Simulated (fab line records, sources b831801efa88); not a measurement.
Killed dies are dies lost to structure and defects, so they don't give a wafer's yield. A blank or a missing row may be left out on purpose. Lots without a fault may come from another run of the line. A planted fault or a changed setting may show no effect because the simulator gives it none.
Which tool did it? | flow gf180mcu | 24 lots, 72 wafers sampled, at 5 steps of a route of 602

WHAT THE GAUGES READ, wafer by wafer
GF_V3_RS_MEAS_24: measures by four-point-probe.
lot  | measured     | on            | V3_W_RS (ohm/sq)
L074 | day 22 11:03 | film_metro-03 | 0.329 0.329 0.333
L075 | day 22 18:33 | film_metro-01 | 0.330 0.327 0.326
L076 | day 23 02:13 | film_metro-03 | 0.330 0.329 0.325
L077 | day 23 13:23 | film_metro-03 | 0.324 0.324 0.325
L078 | day 23 19:40 | film_metro-01 | 0.325 0.329 0.324
L079 | day 24 07:38 | film_metro-01 | 0.327 0.325 0.323
L080 | day 24 16:24 | film_metro-02 | 0.331 0.330 0.326
L081 | day 24 21:52 | film_metro-02 | 0.331 0.329 0.326
L082 | day 25 07:29 | film_metro-03 | 0.324 0.326 0.325
L083 | day 25 14:08 | film_metro-01 | 0.331 0.323 0.329
L084 | day 25 23:07 | film_metro-03 | 0.327 0.327 0.327
L085 | day 26 10:12 | film_metro-01 | 0.324 0.325 0.326
L086 | day 26 17:04 | film_metro-03 | 0.329 0.330 0.328
L087 | day 27 00:02 | film_metro-02 | 0.329 0.331 0.334
L088 | day 27 05:46 | film_metro-03 | 0.330 0.333 0.329
L089 | day 27 08:22 | film_metro-03 | 0.328 0.332 0.333
L090 | day 27 21:49 | film_metro-03 | 0.322 0.326 0.324
L091 | day 27 23:22 | film_metro-03 | 0.326 0.332 0.328
L092 | day 28 10:33 | film_metro-01 | 0.325 0.326 0.323
L093 | day 28 14:57 | film_metro-02 | 0.321 0.323 0.325
L094 | day 28 19:07 | film_metro-01 | 0.330 0.327 0.327
L095 | day 29 04:24 | film_metro-03 | 0.329 0.325 0.331
L096 | day 29 10:49 | film_metro-03 | 0.328 0.331 0.329
L097 | day 29 22:49 | film_metro-01 | 0.331 0.333 0.328

GF_V4_RS_MEAS_24: measures by four-point-probe.
lot  | measured     | on            | V4_W_RS (ohm/sq)
L074 | day 24 11:38 | film_metro-04 | 0.328 0.328 0.323
L075 | day 24 18:20 | film_metro-01 | 0.324 0.320 0.325
L076 | day 25 02:13 | film_metro-04 | 0.326 0.327 0.328
L077 | day 25 12:06 | film_metro-04 | 0.326 0.325 0.327
L078 | day 25 17:43 | film_metro-04 | 0.333 0.327 0.333
L079 | day 26 05:11 | film_metro-02 | 0.326 0.327 0.327
L080 | day 26 13:16 | film_metro-04 | 0.330 0.328 0.328
L081 | day 26 18:40 | film_metro-02 | 0.327 0.330 0.330
L082 | day 27 04:01 | film_metro-01 | 0.332 0.332 0.330
L083 | day 27 10:38 | film_metro-04 | 0.325 0.321 0.323
L084 | day 27 18:52 | film_metro-02 | 0.320 0.322 0.322
L085 | day 28 05:35 | film_metro-01 | 0.325 0.331 0.329
L086 | day 28 12:25 | film_metro-04 | 0.326 0.321 0.325
L087 | day 28 19:05 | film_metro-04 | 0.323 0.322 0.320
L088 | day 28 23:36 | film_metro-04 | 0.325 0.332 0.328
L089 | day 29 02:43 | film_metro-04 | 0.321 0.323 0.325
L090 | day 29 14:36 | film_metro-04 | 0.324 0.325 0.327
L091 | day 29 17:10 | film_metro-01 | 0.324 0.322 0.325
L092 | day 30 03:24 | film_metro-04 | 0.326 0.330 0.328
L093 | day 30 08:13 | film_metro-01 | 0.323 0.323 0.323
L094 | day 30 11:45 | film_metro-04 | 0.324 0.320 0.325
L095 | day 30 20:24 | film_metro-04 | 0.322 0.320 0.324
L096 | day 31 02:49 | film_metro-01 | 0.327 0.329 0.327
L097 | day 31 13:11 | film_metro-02 | 0.324 0.326 0.327

GF_MIM_THK_MEAS_06.
lot  | measured     | on            | MIM_CVD_05_THK (nm)
L074 | day 24 12:23 | film_metro-01 | 41.7 42.4 42.6
L075 | day 24 19:02 | film_metro-03 | 42.4 42.9 43.0
L076 | day 25 02:57 | film_metro-03 | 42.0 42.2 42.5
L077 | day 25 12:49 | film_metro-03 | 41.4 41.2 41.7
L078 | day 25 18:27 | film_metro-01 | 41.7 42.7 42.9
L079 | day 26 05:55 | film_metro-04 | 41.7 41.9 42.2
L080 | day 26 13:59 | film_metro-03 | 41.5 41.9 42.7
L081 | day 26 19:24 | film_metro-04 | 41.6 41.1 42.2
L082 | day 27 04:44 | film_metro-01 | 41.8 41.6 41.2
L083 | day 27 11:21 | film_metro-04 | 41.3 41.3 42.1
L084 | day 27 19:36 | film_metro-01 | 42.5 42.1 42.7
L085 | day 28 06:32 | film_metro-03 | 41.1 41.1 42.1
L086 | day 28 13:16 | film_metro-01 | 41.6 41.5 42.5
L087 | day 28 19:48 | film_metro-04 | 41.6 42.5 42.5
L088 | day 29 00:19 | film_metro-01 | 41.9 42.0 42.7
L089 | day 29 03:26 | film_metro-04 | 41.7 42.3 42.6
L090 | day 29 15:20 | film_metro-03 | 41.5 41.7 41.9
L091 | day 29 17:55 | film_metro-04 | 41.6 41.5 42.6
L092 | day 30 04:07 | film_metro-03 | 41.5 42.0 42.0
L093 | day 30 08:56 | film_metro-01 | 41.4 42.0 42.4
L094 | day 30 12:29 | film_metro-04 | 41.9 41.3 42.4
L095 | day 30 21:07 | film_metro-03 | 41.5 42.0 42.5
L096 | day 31 03:32 | film_metro-03 | 41.7 40.9 41.5
L097 | day 31 13:55 | film_metro-04 | 41.5 41.4 42.0

GF_MIM_RS_MEAS_10: measures by four-point-probe.
lot  | measured     | on            | MIM_ALCU_RS (ohm/sq)
L074 | day 24 12:33 | film_metro-03 | 0.1578 0.1590 0.1587
L075 | day 24 19:13 | film_metro-04 | 0.1605 0.1595 0.1614
L076 | day 25 03:07 | film_metro-04 | 0.1598 0.1591 0.1596
L077 | day 25 12:59 | film_metro-04 | 0.1601 0.1591 0.1590
L078 | day 25 18:37 | film_metro-01 | 0.1592 0.1624 0.1624
L079 | day 26 06:05 | film_metro-03 | 0.1609 0.1616 0.1599
L080 | day 26 14:09 | film_metro-01 | 0.1603 0.1616 0.1623
L081 | day 26 19:34 | film_metro-01 | 0.1611 0.1614 0.1616
L082 | day 27 04:54 | film_metro-03 | 0.1607 0.1615 0.1606
L083 | day 27 11:31 | film_metro-03 | 0.1603 0.1612 0.1607
L084 | day 27 19:46 | film_metro-04 | 0.1635 0.1604 0.1620
L085 | day 28 06:43 | film_metro-03 | 0.1599 0.1590 0.1583
L086 | day 28 13:29 | film_metro-01 | 0.1631 0.1621 0.1633
L087 | day 28 19:58 | film_metro-04 | 0.1588 0.1597 0.1573
L088 | day 29 00:29 | film_metro-04 | 0.1603 0.1592 0.1596
L089 | day 29 03:37 | film_metro-03 | 0.1617 0.1619 0.1624
L090 | day 29 15:29 | film_metro-01 | 0.1607 0.1601 0.1624
L091 | day 29 18:04 | film_metro-01 | 0.1621 0.1589 0.1595
L092 | day 30 04:17 | film_metro-03 | 0.1613 0.1596 0.1606
L093 | day 30 09:06 | film_metro-03 | 0.1612 0.1612 0.1609
L094 | day 30 12:38 | film_metro-04 | 0.1604 0.1616 0.1607
L095 | day 30 21:17 | film_metro-01 | 0.1599 0.1595 0.1602
L096 | day 31 03:43 | film_metro-01 | 0.1629 0.1607 0.1614
L097 | day 31 14:05 | film_metro-03 | 0.1606 0.1601 0.1606

WHICH TOOL RAN EACH LOT (tool, then ch and the chambers of the sampled wafers, then the start)
lot  | GF_V3_CVD_02
L074 | pecvd-04 ch 1,2, day 21 09:31
L075 | pecvd-04 ch 0,1, day 21 16:55
L076 | pecvd-02 ch 1,2, day 22 00:50
L077 | pecvd-04 ch 0,2, day 22 12:53
L078 | pecvd-04 ch 0,1,2, day 22 19:35
L079 | pecvd-04 ch 0,1,2, day 23 08:05
L080 | pecvd-04 ch 0,2, day 23 17:05
L081 | pecvd-04 ch 0,2, day 23 22:39
L082 | pecvd-02 ch 0,1, day 24 08:08
L083 | pecvd-04 ch 0,1,2, day 24 15:29
L084 | pecvd-02 ch 0,1, day 25 00:14
L085 | pecvd-04 ch 1,2, day 25 11:32
L086 | pecvd-04 ch 0,2, day 25 18:40
L087 | pecvd-02 ch 1,2, day 26 01:35
L088 | pecvd-04 ch 0,1, day 26 07:42
L089 | pecvd-02 ch 0,1, day 26 10:38
L090 | pecvd-04 ch 0,1,2, day 27 00:27
L091 | pecvd-03 ch 0,1,2, day 27 02:08
L092 | pecvd-02 ch 0,1,2, day 27 13:29
L093 | pecvd-04 ch 0,1, day 27 17:38
L094 | pecvd-02 ch 0,1,2, day 27 22:11
L095 | pecvd-02 ch 0,1, day 28 07:13
L096 | pecvd-02 ch 0,2, day 28 13:57
L097 | pecvd-02 ch 0,2, day 29 02:19
- GF_V3_CVD_02: deposits SiO2 from TEOS, target thk 850 nm, time 94.851 s.

WHAT THE TOOLS THEMSELVES READ (means of the sampled wafers that have a number; where no wafer has one, the mark that the record gives instead)
GF_V3_CVD_02.
lot  | tool     | heater_power_w (W)
L074 | pecvd-04 | 565
L075 | pecvd-04 | 518
L076 | pecvd-02 | 608
L077 | pecvd-04 | 609
L078 | pecvd-04 | 564
L079 | pecvd-04 | 581
L080 | pecvd-04 | 605
L081 | pecvd-04 | 617
L082 | pecvd-02 | 650
L083 | pecvd-04 | 547
L084 | pecvd-02 | 734
L085 | pecvd-04 | 541
L086 | pecvd-04 | 570
L087 | pecvd-02 | 570
L088 | pecvd-04 | 524
L089 | pecvd-02 | 737
L090 | pecvd-04 | 603
L091 | pecvd-03 | 683
L092 | pecvd-02 | 617
L093 | pecvd-04 | 582
L094 | pecvd-02 | 668
L095 | pecvd-02 | 734
L096 | pecvd-02 | 597
L097 | pecvd-02 | 663

THE ANSWER, worked out from the rows above alone
Rule: what is usual is taken from the lots themselves. Put in order of their means at a reading, lots are off if they are a third of the lots or fewer, leave a main group of 4 or more, and stand apart from it by a gap of 3 or more times the standard deviation of the main group's means; of several such gaps the widest counts. A main group whose means are all the same, to the digits that the tables above print for the reading, isn't used. A lot without any number at a reading at which 4 lots or more have one is off too. The other lots that the step has rows for count as sound. The gauges are gone through in route order, then the tools' own readings, and for those a lot's mean is taken as printed above. The first step at which some lot is off is used, and at that step the reading that is off furthest; a lot without a number counts as furthest.
No lot is off at any reading shown: from this, nothing can be told.

WHAT THE SIMULATOR HAD PUT IN
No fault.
